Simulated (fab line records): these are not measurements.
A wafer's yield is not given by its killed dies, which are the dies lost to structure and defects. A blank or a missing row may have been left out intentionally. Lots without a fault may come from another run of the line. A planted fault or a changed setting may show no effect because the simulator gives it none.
A sampling plan put to the test :: flow gf180mcu :: each of the 48 faults these records tell of, on one fab line, judged from the records of the lots it struck
What counts as the plan is the set of the line's own looks, namely the steps on the route at which a gauge or an inspection reads a wafer and does not change it. A look can be judged if struck wafers have a number there and the file gives its usual mean and standard deviation on fault-free wafers. Caught: at a look after the fault's first step, the mean of the struck wafers lies 4 or more of those standard deviations (sigma) from the usual mean. On the tool: the same test on the tool's own readings at the fault's steps. If the struck wafers alone have a blank record, or they carry another recipe, that too counts as caught.

## THE FAULTS, as the simulator had put them in
1. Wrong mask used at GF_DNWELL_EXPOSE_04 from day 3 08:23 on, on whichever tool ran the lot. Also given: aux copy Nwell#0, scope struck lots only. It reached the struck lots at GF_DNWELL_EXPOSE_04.
2. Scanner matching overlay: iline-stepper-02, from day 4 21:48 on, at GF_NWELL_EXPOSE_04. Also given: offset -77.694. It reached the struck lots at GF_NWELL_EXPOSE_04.
3. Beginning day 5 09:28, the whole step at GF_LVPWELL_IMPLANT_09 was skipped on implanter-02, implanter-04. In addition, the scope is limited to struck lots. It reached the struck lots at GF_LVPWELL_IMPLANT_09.
4. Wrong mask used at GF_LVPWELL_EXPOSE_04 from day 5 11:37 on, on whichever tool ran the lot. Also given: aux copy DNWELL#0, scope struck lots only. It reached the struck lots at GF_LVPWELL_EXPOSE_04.
5. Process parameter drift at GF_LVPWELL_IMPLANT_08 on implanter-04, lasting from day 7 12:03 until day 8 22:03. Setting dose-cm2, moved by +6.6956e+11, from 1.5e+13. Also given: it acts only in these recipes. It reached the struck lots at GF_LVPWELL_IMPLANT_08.
6. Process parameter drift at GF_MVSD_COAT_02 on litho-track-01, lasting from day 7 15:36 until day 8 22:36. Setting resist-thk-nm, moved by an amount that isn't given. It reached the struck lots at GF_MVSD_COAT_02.
7. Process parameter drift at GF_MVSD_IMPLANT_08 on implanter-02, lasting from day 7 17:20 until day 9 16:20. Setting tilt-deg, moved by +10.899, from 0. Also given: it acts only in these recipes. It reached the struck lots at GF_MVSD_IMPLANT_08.
8. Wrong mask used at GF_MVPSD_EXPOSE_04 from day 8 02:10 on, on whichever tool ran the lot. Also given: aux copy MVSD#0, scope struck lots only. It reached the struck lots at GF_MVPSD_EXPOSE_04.
9. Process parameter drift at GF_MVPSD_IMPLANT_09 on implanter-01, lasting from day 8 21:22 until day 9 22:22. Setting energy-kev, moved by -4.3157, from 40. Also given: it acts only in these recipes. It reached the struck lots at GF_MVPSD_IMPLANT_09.
10. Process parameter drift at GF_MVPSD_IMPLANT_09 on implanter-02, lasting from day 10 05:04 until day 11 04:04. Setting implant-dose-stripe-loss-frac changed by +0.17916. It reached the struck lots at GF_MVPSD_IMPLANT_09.
11. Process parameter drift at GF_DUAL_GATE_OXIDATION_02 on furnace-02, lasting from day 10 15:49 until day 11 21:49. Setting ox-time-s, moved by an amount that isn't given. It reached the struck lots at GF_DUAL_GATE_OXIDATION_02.
12. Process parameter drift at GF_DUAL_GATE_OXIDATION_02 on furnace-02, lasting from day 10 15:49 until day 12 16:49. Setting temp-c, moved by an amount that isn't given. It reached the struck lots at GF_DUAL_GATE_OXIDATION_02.
13. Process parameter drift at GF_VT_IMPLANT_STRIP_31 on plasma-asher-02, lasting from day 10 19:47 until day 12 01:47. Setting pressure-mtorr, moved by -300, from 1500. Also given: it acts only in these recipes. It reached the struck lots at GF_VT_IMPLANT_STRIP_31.
14. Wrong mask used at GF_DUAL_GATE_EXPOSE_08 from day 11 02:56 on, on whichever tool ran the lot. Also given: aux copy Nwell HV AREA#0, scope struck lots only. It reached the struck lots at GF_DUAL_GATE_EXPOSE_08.
15. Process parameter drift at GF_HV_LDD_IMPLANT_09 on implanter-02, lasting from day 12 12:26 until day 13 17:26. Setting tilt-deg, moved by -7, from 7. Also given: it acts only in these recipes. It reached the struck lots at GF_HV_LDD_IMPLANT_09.
16. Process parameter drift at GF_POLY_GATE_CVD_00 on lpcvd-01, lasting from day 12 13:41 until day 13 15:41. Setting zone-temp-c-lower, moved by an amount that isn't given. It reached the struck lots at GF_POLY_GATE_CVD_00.
17. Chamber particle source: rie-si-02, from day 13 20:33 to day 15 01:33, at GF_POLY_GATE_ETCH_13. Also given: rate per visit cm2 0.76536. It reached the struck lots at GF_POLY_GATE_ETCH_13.
18. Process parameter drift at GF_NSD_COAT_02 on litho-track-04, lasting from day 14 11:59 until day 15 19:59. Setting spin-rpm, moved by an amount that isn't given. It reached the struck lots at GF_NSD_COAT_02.
19. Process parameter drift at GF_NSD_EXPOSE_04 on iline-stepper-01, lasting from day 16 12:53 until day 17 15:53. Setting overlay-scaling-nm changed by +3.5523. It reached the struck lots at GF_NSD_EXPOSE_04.
20. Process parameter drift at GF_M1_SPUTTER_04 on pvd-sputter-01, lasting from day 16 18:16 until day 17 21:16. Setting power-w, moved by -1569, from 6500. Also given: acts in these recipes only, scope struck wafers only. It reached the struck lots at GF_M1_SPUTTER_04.
21. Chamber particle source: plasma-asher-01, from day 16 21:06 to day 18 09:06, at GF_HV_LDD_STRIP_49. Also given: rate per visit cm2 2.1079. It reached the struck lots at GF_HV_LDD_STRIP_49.
22. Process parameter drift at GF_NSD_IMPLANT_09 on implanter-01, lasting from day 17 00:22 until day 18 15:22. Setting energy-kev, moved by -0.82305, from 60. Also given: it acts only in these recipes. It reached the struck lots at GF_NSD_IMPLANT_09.
23. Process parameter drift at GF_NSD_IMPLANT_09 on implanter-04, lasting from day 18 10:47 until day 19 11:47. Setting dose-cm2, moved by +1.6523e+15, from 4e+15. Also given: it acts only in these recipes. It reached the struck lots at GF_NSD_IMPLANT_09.
24. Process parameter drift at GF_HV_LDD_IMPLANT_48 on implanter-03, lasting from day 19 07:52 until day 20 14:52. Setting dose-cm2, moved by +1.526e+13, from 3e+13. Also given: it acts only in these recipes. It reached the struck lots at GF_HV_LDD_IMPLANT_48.
25. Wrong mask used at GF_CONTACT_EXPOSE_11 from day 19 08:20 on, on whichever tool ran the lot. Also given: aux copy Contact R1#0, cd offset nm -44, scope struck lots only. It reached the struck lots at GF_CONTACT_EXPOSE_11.
26. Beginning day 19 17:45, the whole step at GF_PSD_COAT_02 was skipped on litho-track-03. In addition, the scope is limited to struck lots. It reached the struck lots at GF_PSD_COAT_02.
27. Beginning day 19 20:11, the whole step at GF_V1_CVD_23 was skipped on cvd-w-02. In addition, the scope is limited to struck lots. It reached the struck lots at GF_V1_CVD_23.
28. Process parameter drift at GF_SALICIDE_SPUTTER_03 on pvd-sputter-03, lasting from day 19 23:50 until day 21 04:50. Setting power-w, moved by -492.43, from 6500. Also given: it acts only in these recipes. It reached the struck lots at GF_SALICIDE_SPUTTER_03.
29. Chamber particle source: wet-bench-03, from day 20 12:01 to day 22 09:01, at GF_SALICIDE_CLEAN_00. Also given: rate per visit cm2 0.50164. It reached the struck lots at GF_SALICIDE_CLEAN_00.
30. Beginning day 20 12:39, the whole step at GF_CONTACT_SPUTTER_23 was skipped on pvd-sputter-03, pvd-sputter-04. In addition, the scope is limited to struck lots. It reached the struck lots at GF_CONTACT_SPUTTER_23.
31. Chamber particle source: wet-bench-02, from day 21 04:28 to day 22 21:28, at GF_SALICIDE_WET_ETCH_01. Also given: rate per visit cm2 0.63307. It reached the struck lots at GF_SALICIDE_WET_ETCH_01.
32. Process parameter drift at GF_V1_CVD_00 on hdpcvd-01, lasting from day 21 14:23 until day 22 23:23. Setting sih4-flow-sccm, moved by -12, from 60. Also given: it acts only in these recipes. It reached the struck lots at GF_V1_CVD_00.
33. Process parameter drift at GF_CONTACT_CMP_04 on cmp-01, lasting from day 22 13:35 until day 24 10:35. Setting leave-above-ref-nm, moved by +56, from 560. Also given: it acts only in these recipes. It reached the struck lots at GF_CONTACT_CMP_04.
34. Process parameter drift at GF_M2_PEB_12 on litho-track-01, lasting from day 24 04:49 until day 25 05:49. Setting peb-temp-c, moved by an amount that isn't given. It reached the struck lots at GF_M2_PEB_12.
35. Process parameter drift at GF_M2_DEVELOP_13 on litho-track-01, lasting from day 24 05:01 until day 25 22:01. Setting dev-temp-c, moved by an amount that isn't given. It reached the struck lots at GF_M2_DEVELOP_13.
36. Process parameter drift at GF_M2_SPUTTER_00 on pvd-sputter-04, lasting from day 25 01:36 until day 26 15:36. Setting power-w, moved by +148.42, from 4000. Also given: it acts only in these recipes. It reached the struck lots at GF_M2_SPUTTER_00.
37. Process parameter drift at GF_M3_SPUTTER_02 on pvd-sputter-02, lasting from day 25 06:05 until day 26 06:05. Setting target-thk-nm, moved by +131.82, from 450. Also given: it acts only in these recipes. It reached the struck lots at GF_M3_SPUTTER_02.
38. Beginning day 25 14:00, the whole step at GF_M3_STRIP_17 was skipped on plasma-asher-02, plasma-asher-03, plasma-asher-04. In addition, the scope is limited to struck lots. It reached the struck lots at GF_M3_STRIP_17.
39. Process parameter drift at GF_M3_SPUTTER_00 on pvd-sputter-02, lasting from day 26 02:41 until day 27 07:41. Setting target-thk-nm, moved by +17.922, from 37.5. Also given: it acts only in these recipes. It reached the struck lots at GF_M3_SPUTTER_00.
40. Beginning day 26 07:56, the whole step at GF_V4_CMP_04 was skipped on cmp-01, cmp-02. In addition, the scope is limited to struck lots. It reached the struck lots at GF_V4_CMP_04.
41. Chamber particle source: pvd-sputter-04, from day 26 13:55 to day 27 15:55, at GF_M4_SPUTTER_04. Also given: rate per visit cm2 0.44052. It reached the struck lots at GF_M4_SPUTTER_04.
42. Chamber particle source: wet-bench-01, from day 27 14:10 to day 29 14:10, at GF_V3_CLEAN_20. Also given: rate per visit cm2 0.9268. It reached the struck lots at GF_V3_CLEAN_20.
43. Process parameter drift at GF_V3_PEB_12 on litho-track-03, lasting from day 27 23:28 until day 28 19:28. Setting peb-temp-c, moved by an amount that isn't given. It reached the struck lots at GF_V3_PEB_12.
44. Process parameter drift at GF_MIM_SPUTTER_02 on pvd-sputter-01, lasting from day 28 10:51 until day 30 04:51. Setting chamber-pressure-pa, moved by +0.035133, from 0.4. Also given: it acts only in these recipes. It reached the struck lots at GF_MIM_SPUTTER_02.
45. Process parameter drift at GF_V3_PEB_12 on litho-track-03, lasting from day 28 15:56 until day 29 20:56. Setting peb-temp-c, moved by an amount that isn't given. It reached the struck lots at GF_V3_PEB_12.
46. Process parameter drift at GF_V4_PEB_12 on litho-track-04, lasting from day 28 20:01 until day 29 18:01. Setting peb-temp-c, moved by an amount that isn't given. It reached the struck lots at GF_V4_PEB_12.
47. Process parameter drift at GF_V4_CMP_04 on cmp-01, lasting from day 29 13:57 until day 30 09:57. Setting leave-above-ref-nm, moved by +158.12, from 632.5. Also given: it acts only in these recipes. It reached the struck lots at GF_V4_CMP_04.
48. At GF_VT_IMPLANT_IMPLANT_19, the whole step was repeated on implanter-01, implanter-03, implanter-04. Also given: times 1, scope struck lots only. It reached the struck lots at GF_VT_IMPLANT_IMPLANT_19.

## WHAT THE PLAN SAW
fault: 1
on the tool itself: under 2 sigma
first look that catches it: GF_DNWELL_TW_MEAS_09
reading, sigma: DNWELL_TW -99 or beyond
median hours from its first step to that look: 6.1
hours from the fault's start to the first struck lot there: 11
judged looks passed uncaught: 0

fault: 2
on the tool itself: no reading that can be judged
first look that catches it: GF_NWELL_OVL_MEAS_07
reading, sigma: NWELL_OVL -55
median hours from its first step to that look: 6.9
hours from the fault's start to the first struck lot there: 10
judged looks passed uncaught: 0

fault: 3
on the tool itself: the tool's record is blank for the struck wafers
first look that catches it: GF_LVPWELL_TW_MEAS_11
reading, sigma: LVPWELL_TW -10
median hours from its first step to that look: 0.2
hours from the fault's start to the first struck lot there: 5
judged looks passed uncaught: 0

fault: 4
on the tool itself: no reading that can be judged
first look that catches it: GF_LVPWELL_TW_MEAS_11
reading, sigma: LVPWELL_TW -99 or beyond
median hours from its first step to that look: 7.4
hours from the fault's start to the first struck lot there: 12
judged looks passed uncaught: 0

fault: 5
on the tool itself: dose-ions-cm2 +39 sigma
first look that catches it: GF_VT_IMPLANT_RS_MEAS_48
reading, sigma: LVPWELL_RS -8.3
median hours from its first step to that look: 106.5
hours from the fault's start to the first struck lot there: 109
judged looks passed uncaught: 0

fault: 6
on the tool itself: under 2 sigma
first look that catches it: none of the 2 looks that can be judged after it
reading, sigma: -
median hours from its first step to that look: -
hours from the fault's start to the first struck lot there: -
judged looks passed uncaught: 2

fault: 7
on the tool itself: tilt-deg +99 or beyond sigma
first look that catches it: GF_MVSD_TW_MEAS_11
reading, sigma: MVSD_TW +21
median hours from its first step to that look: 0.4
hours from the fault's start to the first struck lot there: 6
judged looks passed uncaught: 0

fault: 8
on the tool itself: under 2 sigma
first look that catches it: GF_MVPSD_TW_MEAS_11
reading, sigma: MVPSD_TW -99 or beyond
median hours from its first step to that look: 8.3
hours from the fault's start to the first struck lot there: 14
judged looks passed uncaught: 0

fault: 9
on the tool itself: beam-energy-keV -99 or beyond sigma
first look that catches it: none of the 6 looks that can be judged after it
reading, sigma: strongest: MVPSD_RS at GF_VT_IMPLANT_RS_MEAS_49, -2.5
median hours from its first step to that look: -
hours from the fault's start to the first struck lot there: -
judged looks passed uncaught: 6

fault: 10
on the tool itself: under 2 sigma
first look that catches it: none of the 2 looks that can be judged after it
reading, sigma: strongest: MVPSD_RS at GF_VT_IMPLANT_RS_MEAS_49, +3.2
median hours from its first step to that look: -
hours from the fault's start to the first struck lot there: -
judged looks passed uncaught: 2

fault: 11
on the tool itself: under 2 sigma
first look that catches it: GF_DUAL_GATE_THK_MEAS_03
reading, sigma: DUAL_GATE_OXIDATION_00_THK +8.3
median hours from its first step to that look: 1.5
hours from the fault's start to the first struck lot there: 13
judged looks passed uncaught: 0

fault: 12
on the tool itself: tube-center-temp-C +99 or beyond sigma
first look that catches it: GF_DUAL_GATE_THK_MEAS_03
reading, sigma: DUAL_GATE_OXIDATION_00_THK +30
median hours from its first step to that look: 1.5
hours from the fault's start to the first struck lot there: 13
judged looks passed uncaught: 0

fault: 13
on the tool itself: chamber-pressure-mTorr -99 or beyond sigma
first look that catches it: none of the 8 looks that can be judged after it
reading, sigma: -
median hours from its first step to that look: -
hours from the fault's start to the first struck lot there: -
judged looks passed uncaught: 8

fault: 14
on the tool itself: no reading that can be judged
first look that catches it: no look after it can be judged
reading, sigma: -
median hours from its first step to that look: -
hours from the fault's start to the first struck lot there: -
judged looks passed uncaught: 0

fault: 15
on the tool itself: tilt-deg -99 or beyond sigma
first look that catches it: GF_HV_LDD_TW_MEAS_11
reading, sigma: HV_LDD_TW -16
median hours from its first step to that look: 0.3
hours from the fault's start to the first struck lot there: 9
judged looks passed uncaught: 0

fault: 16
on the tool itself: spike-tc-lower-C +55 sigma
first look that catches it: GF_POLY_GATE_THK_MEAS_01
reading, sigma: POLY_GATE_CVD_00_THK +37
median hours from its first step to that look: 1.4
hours from the fault's start to the first struck lot there: 3
judged looks passed uncaught: 0

fault: 17
on the tool itself: under 2 sigma
first look that catches it: no look after it can be judged
reading, sigma: -
median hours from its first step to that look: -
hours from the fault's start to the first struck lot there: -
judged looks passed uncaught: 0

fault: 18
on the tool itself: spin-speed-rpm -54 sigma
first look that catches it: none of the 2 looks that can be judged after it
reading, sigma: -
median hours from its first step to that look: -
hours from the fault's start to the first struck lot there: -
judged looks passed uncaught: 2

fault: 19
on the tool itself: no reading that can be judged
first look that catches it: none of the 9 looks that can be judged after it
reading, sigma: strongest: NSD_TW at GF_NSD_TW_MEAS_12, -3.5
median hours from its first step to that look: -
hours from the fault's start to the first struck lot there: -
judged looks passed uncaught: 9

fault: 20
on the tool itself: cathode-dc-power-W -99 or beyond sigma
first look that catches it: none of the 2 looks that can be judged after it
reading, sigma: strongest: M1_ALCU_THK at GF_M1_THK_MEAS_06, +3.7
median hours from its first step to that look: -
hours from the fault's start to the first struck lot there: -
judged looks passed uncaught: 2

fault: 21
on the tool itself: under 2 sigma
first look that catches it: none of the 2 looks that can be judged after it
reading, sigma: -
median hours from its first step to that look: -
hours from the fault's start to the first struck lot there: -
judged looks passed uncaught: 2

fault: 22
on the tool itself: beam-energy-keV -43 sigma
first look that catches it: none of the 2 looks that can be judged after it
reading, sigma: strongest: NSD_RS at GF_PSD_RS_MEAS_14, +2.6
median hours from its first step to that look: -
hours from the fault's start to the first struck lot there: -
judged looks passed uncaught: 2

fault: 23
on the tool itself: dose-ions-cm2 +99 or beyond sigma
first look that catches it: GF_PSD_RS_MEAS_14
reading, sigma: NSD_RS -14
median hours from its first step to that look: 25.1
hours from the fault's start to the first struck lot there: 32
judged looks passed uncaught: 0

fault: 24
on the tool itself: dose-ions-cm2 +99 or beyond sigma
first look that catches it: GF_HV_LDD_TW_MEAS_50
reading, sigma: HV_LDD_4_TW +21
median hours from its first step to that look: 0.2
hours from the fault's start to the first struck lot there: 2
judged looks passed uncaught: 0

fault: 25
on the tool itself: under 2 sigma
first look that catches it: GF_CONTACT_CD_MEAS_14
reading, sigma: cd-nm -27
median hours from its first step to that look: 11.7
hours from the fault's start to the first struck lot there: 18
judged looks passed uncaught: 0

fault: 26
on the tool itself: the tool's record is blank for the struck wafers
first look that catches it: not the one look that can be judged after it
reading, sigma: -
median hours from its first step to that look: -
hours from the fault's start to the first struck lot there: -
judged looks passed uncaught: 1

fault: 27
on the tool itself: the tool's record is blank for the struck wafers
first look that catches it: GF_V1_RS_MEAS_24
reading, sigma: V1_W_RS +99 or beyond
median hours from its first step to that look: 0.1
hours from the fault's start to the first struck lot there: 1
judged looks passed uncaught: 0

fault: 28
on the tool itself: cathode-dc-power-W -99 or beyond sigma
first look that catches it: GF_SALICIDE_THK_MEAS_05
reading, sigma: SALICIDE_TIN_THK -7.0
median hours from its first step to that look: 0.2
hours from the fault's start to the first struck lot there: 5
judged looks passed uncaught: 0

fault: 29
on the tool itself: no reading that can be judged
first look that catches it: not the one look that can be judged after it
reading, sigma: -
median hours from its first step to that look: -
hours from the fault's start to the first struck lot there: -
judged looks passed uncaught: 1

fault: 30
on the tool itself: the tool's record is blank for the struck wafers
first look that catches it: no look after it can be judged
reading, sigma: -
median hours from its first step to that look: -
hours from the fault's start to the first struck lot there: -
judged looks passed uncaught: 0

fault: 31
on the tool itself: under 2 sigma
first look that catches it: not the one look that can be judged after it
reading, sigma: -
median hours from its first step to that look: -
hours from the fault's start to the first struck lot there: -
judged looks passed uncaught: 1

fault: 32
on the tool itself: sih4-flow-sccm -70 sigma
first look that catches it: GF_V1_THK_MEAS_01
reading, sigma: V1_CVD_00_THK -16
median hours from its first step to that look: 0.1
hours from the fault's start to the first struck lot there: 7
judged looks passed uncaught: 0

fault: 33
on the tool itself: time-to-endpoint-s -4.0 sigma
first look that catches it: no look after it can be judged
reading, sigma: -
median hours from its first step to that look: -
hours from the fault's start to the first struck lot there: -
judged looks passed uncaught: 0

fault: 34
on the tool itself: heater-power-total-W -99 or beyond sigma
first look that catches it: GF_M2_CD_MEAS_14
reading, sigma: cd-nm +72
median hours from its first step to that look: 0.3
hours from the fault's start to the first struck lot there: 4
judged looks passed uncaught: 0

fault: 35
on the tool itself: developer-temp-C -8.2 sigma
first look that catches it: not the one look that can be judged after it
reading, sigma: -
median hours from its first step to that look: -
hours from the fault's start to the first struck lot there: -
judged looks passed uncaught: 1

fault: 36
on the tool itself: cathode-dc-power-W +99 or beyond sigma
first look that catches it: no look after it can be judged
reading, sigma: -
median hours from its first step to that look: -
hours from the fault's start to the first struck lot there: -
judged looks passed uncaught: 0

fault: 37
on the tool itself: under 2 sigma
first look that catches it: GF_M3_RS_MEAS_05
reading, sigma: M3_ALCU_RS -19
median hours from its first step to that look: 0.1
hours from the fault's start to the first struck lot there: 3
judged looks passed uncaught: 0

fault: 38
on the tool itself: no reading that can be judged
first look that catches it: no look after it can be judged
reading, sigma: -
median hours from its first step to that look: -
hours from the fault's start to the first struck lot there: -
judged looks passed uncaught: 0

fault: 39
on the tool itself: under 2 sigma
first look that catches it: none of the 4 looks that can be judged after it
reading, sigma: -
median hours from its first step to that look: -
hours from the fault's start to the first struck lot there: -
judged looks passed uncaught: 4

fault: 40
on the tool itself: the tool's record is blank for the struck wafers
first look that catches it: no look after it can be judged
reading, sigma: -
median hours from its first step to that look: -
hours from the fault's start to the first struck lot there: -
judged looks passed uncaught: 0

fault: 41
on the tool itself: under 2 sigma
first look that catches it: not the one look that can be judged after it
reading, sigma: -
median hours from its first step to that look: -
hours from the fault's start to the first struck lot there: -
judged looks passed uncaught: 1

fault: 42
on the tool itself: no reading that can be judged
first look that catches it: not the one look that can be judged after it
reading, sigma: -
median hours from its first step to that look: -
hours from the fault's start to the first struck lot there: -
judged looks passed uncaught: 1

fault: 43
on the tool itself: heater-power-total-W +99 or beyond sigma
first look that catches it: GF_V3_CD_MEAS_14
reading, sigma: cd-nm +16
median hours from its first step to that look: 0.3
hours from the fault's start to the first struck lot there: 9
judged looks passed uncaught: 0

fault: 44
on the tool itself: chamber-pressure-pa +41 sigma
first look that catches it: none of the 5 looks that can be judged after it
reading, sigma: -
median hours from its first step to that look: -
hours from the fault's start to the first struck lot there: -
judged looks passed uncaught: 5

fault: 45
on the tool itself: heater-power-total-W +8.7 sigma
first look that catches it: not the one look that can be judged after it
reading, sigma: strongest: cd-nm at GF_V3_CD_MEAS_14, +3.0
median hours from its first step to that look: -
hours from the fault's start to the first struck lot there: -
judged looks passed uncaught: 1

fault: 46
on the tool itself: heater-power-total-W +39 sigma
first look that catches it: GF_V4_CD_MEAS_14
reading, sigma: cd-nm +9.0
median hours from its first step to that look: 0.3
hours from the fault's start to the first struck lot there: 3
judged looks passed uncaught: 0

fault: 47
on the tool itself: time-to-endpoint-s -12 sigma
first look that catches it: no look after it can be judged
reading, sigma: -
median hours from its first step to that look: -
hours from the fault's start to the first struck lot there: -
judged looks passed uncaught: 0

fault: 48
on the tool itself: no reading that can be judged
first look that catches it: GF_VT_IMPLANT_TW_MEAS_21
reading, sigma: VT_IMPLANT_2_TW +34
median hours from its first step to that look: 0.5
hours from the fault's start to the first struck lot there: -
judged looks passed uncaught: 0
A dash: the fault isn't caught, or these records don't give the number.

Caught at a look: 22 of 48. Caught on the tool: 28 of 48. By one or the other: 36 of 48.
Faults 9, 13, 18, 20, 22, 26, 30, 33, 35, 36, 40, 44, 45, 47 were caught on the tool alone.
Caught at a look alone: faults 1, 2, 4, 8, 11, 25, 37, 48.
Caught by neither: faults 6, 10, 14, 17, 19, 21, 29, 31, 38, 39, 41, 42.

## THINNER SAMPLING
If the look that catches a fault measured only every second or every third lot, by lot number, the first struck lot would be measured this late in the worst case:
fault: 1
struck lots at that look, in order of time: L141
every lot: 11 h
every second lot: may miss it
every third lot: may miss it

fault: 2
struck lots at that look, in order of time: L207, L208, L209, L214
every lot: 10 h
every second lot: 23 h
every third lot: 23 h

fault: 3
struck lots at that look, in order of time: L893, L894
every lot: 5 h
every second lot: 14 h
every third lot: may miss all 2

fault: 4
struck lots at that look, in order of time: L314
every lot: 12 h
every second lot: may miss it
every third lot: may miss it

fault: 5
struck lots at that look, in order of time: L698, L699
every lot: 109 h
every second lot: 124 h
every third lot: may miss all 2

fault: 7
struck lots at that look, in order of time: L401, L402
every lot: 6 h
every second lot: 7 h
every third lot: may miss all 2

fault: 8
struck lots at that look, in order of time: L705
every lot: 14 h
every second lot: may miss it
every third lot: may miss it

fault: 11
struck lots at that look, in order of time: L618, L619
every lot: 13 h
every second lot: 14 h
every third lot: may miss all 2

fault: 12
struck lots at that look, in order of time: L262, L263, L267
every lot: 13 h
every second lot: 14 h
every third lot: 38 h

fault: 15
struck lots at that look, in order of time: L495, L497
every lot: 9 h
every second lot: may miss all 2
every third lot: may miss all 2

fault: 16
struck lots at that look, in order of time: L940, L939, L941
every lot: 3 h
every second lot: 7 h
every third lot: 15 h

fault: 23
struck lots at that look, in order of time: L691, L693
every lot: 32 h
every second lot: may miss all 2
every third lot: may miss all 2

fault: 24
struck lots at that look, in order of time: L584, L585
every lot: 2 h
every second lot: 11 h
every third lot: may miss all 2

fault: 25
struck lots at that look, in order of time: L957
every lot: 18 h
every second lot: may miss it
every third lot: may miss it

fault: 27
struck lots at that look, in order of time: L770, L771
every lot: 1 h
every second lot: 12 h
every third lot: may miss all 2

fault: 28
struck lots at that look, in order of time: L329, L331
every lot: 5 h
every second lot: may miss all 2
every third lot: may miss all 2

fault: 32
struck lots at that look, in order of time: L150, L153
every lot: 7 h
every second lot: 31 h
every third lot: may miss all 2

fault: 34
struck lots at that look, in order of time: L887, L888
every lot: 4 h
every second lot: 16 h
every third lot: may miss all 2

fault: 37
struck lots at that look, in order of time: L573, L575
every lot: 3 h
every second lot: may miss all 2
every third lot: may miss all 2

fault: 43
struck lots at that look, in order of time: L659, L658
every lot: 9 h
every second lot: 10 h
every third lot: may miss all 2

fault: 46
struck lots at that look, in order of time: L958, L960, L959
every lot: 3 h
every second lot: 13 h
every third lot: 13 h
Hours: fault start to first struck lot measured. 4 sigma limit: tested on the pooled struck wafers, so a lone lot may be under it. Other struck lots may not be in these records.

## THE LONGEST TIMED WAY FROM STEP TO LOOK
Fault 5: median gap of 106.5 hours between GF_LVPWELL_IMPLANT_08 and GF_VT_IMPLANT_RS_MEAS_48. No look between them can be judged.
